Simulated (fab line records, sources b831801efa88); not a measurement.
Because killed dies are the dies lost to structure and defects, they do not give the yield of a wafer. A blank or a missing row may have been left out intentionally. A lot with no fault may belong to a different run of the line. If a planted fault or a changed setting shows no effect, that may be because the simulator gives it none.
A struck lot beside a sound one -- flow sky130 -- 14 out of 708 route steps
Sound: wafers L338.2, L338.5, L338.6. Wafers L349.1, L349.2, L349.3 were the ones struck. The cause comes at the end.
Order at every step that has rows: each side's tool, ch and its chambers, its first start. Under that, the readings that differ: sound wafers -- struck wafers -- difference of the means -- sigmas: that difference in standard deviations of wafers without a fault.
alike: words and numbers the same on both sides, and readings whose means are apart by under 2 such deviations; not compared: readings that were withheld, readings missing a value for some wafer, numbers with overlapping values and no deviation given by the record, and bounds like >300 which may hide the same value.
The two part at a step that has a row with sigmas, a row that says differs or no value, or rows on one side only. When numbers do not overlap yet have no deviation, they are printed without sigmas and do not part them. Lack of a reading on every wafer of one side parts them only where that side has two or more wafers.

SKY_CONTACT_OVL_MEAS_15:
  struck on overlay-02, day 34 23:52; sound on overlay-02, day 31 09:17
  alike: CONTACT_OVL
SKY_CONTACT_ETCH_16: etches BARC in N2/H2, stops on SiO2, time 45.9 s, target depth 60 nm.
  sound on rie-diel-01 ch 1,2,3, day 31 09:19; struck on rie-diel-02 ch 0,1,3, day 34 23:53
  alike: chamber-pressure-mTorr, drypump-motor-current-A, oes-product-au, throttle-valve-pct
  not compared: rf-hours-counter-h
SKY_CONTACT_ETCH_17: etches SiO2 in C4F8/O2/Ar, stops on Si3N4, target depth 340 nm.
  sound on rie-diel-01 ch 1,2,3, day 31 09:21; struck on rie-diel-02 ch 0,1,3, day 34 23:56
  alike: chamber-pressure-mTorr, oes-product-au
then, 1 step without rows for these wafers: SKY_CONTACT_ETCH_18 (etches Si3N4 in CHF3/O2, stops on TiN, time 39 s, target depth 75 nm).
SKY_CONTACT_STRIP_19: strips in O2/N2.
  sound on plasma-asher-03 ch 0,1, day 31 09:26; struck on plasma-asher-04 ch 0,1, day 35 00:01
  alike: chamber-pressure-mTorr, drypump-motor-current-A, oes-product-au, strip-time-to-endpoint-s
  not compared: rf-hours-counter-h
then, 3 steps without rows for these wafers: SKY_CONTACT_STRIP_20 (strips in post etch residue remover, time 1200 s); SKY_CONTACT_CLEAN_21 (cleans in IPA, time 180 s); SKY_CONTACT_CLEAN_22 (cleans in O3/DIW).
SKY_CONTACT_SPUTTER_23: material TiN, target thk 20 nm, time 80 s.
  struck on pvd-sputter-04, day 35 00:37; sound on pvd-sputter-02, day 31 10:04
  alike: throttle-valve-pct
SKY_CONTACT_CVD_24: deposits W, target thk 340 nm, time 102.12 s.
  sound on cvd-w-01 ch 0,1, day 31 10:08; struck on cvd-w-02 ch 0,1, day 35 00:41
  alike: heater-power-w
SKY_CONTACT_RS_MEAS_25: the measuring method here is four-point-probe.
  struck on film-metro-03, day 35 00:47; sound on film-metro-02, day 31 10:16
  alike: CONTACT_W_RS
SKY_CONTACT_THK_MEAS_26: measures by xrf.
  struck on film-metro-03, day 35 00:55; sound on film-metro-02, day 31 10:22
  alike: CONTACT_W_THK
SKY_CONTACT_CMP_27: polishes, stops on SiO2, t overpolish 15 s, target thk 0 nm.
  sound on cmp-02 ch 0,1,3, day 31 10:34; struck on cmp-01 ch 1,2,3, day 35 01:01
  no value came back on the struck wafers for any of 5 readings (edge-zone-pressure-frac, head-pressure-psi (psi) and others); on the sound wafers edge-zone-pressure-frac reads 1.003 1.007 1.000
reading,sound,struck,difference,sigmas
model.W_of_CONTACT_CVD_24.thk-nm (nm),0 0 0,337.6 339.6 340,+339.1,
model.SiO2_of_CONTACT_HDPCVD_02.thk-nm (nm),336.3 335 337.5,340.6 339.4 340.3,+3.8,
-- the record jumps here: 13 days lie between the struck wafers' starts before and after (it left off in module CONTACT and takes up again in module PAD_OPEN, whose first step shown is number 708 of the route) --
SKY_PAD_OPEN_PROBE_99:
  struck on prober-01, day 48 10:33; sound on prober-02, day 45 16:40
reading,sound,struck,difference,sigmas
killed-at-contacts,24 21 25,427 438 443,+413,+76
killed-dies,83 82 95,492 492 492,+405,+41
killed-on-rim,17 19 18,96 96 96,+78,+19
  alike: killed_at_M0_to_M3, killed_at_M4_up, killed-at-front-end, killed-at-other, killed-open, killed-short

WHERE THEY PART
Last at SKY_PAD_OPEN_PROBE_99 as far as this record goes, first at SKY_CONTACT_CMP_27.

WHY: what the simulator had put in
Beginning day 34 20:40, the whole step at SKY_CONTACT_CMP_27 was skipped on cmp-01. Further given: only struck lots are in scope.
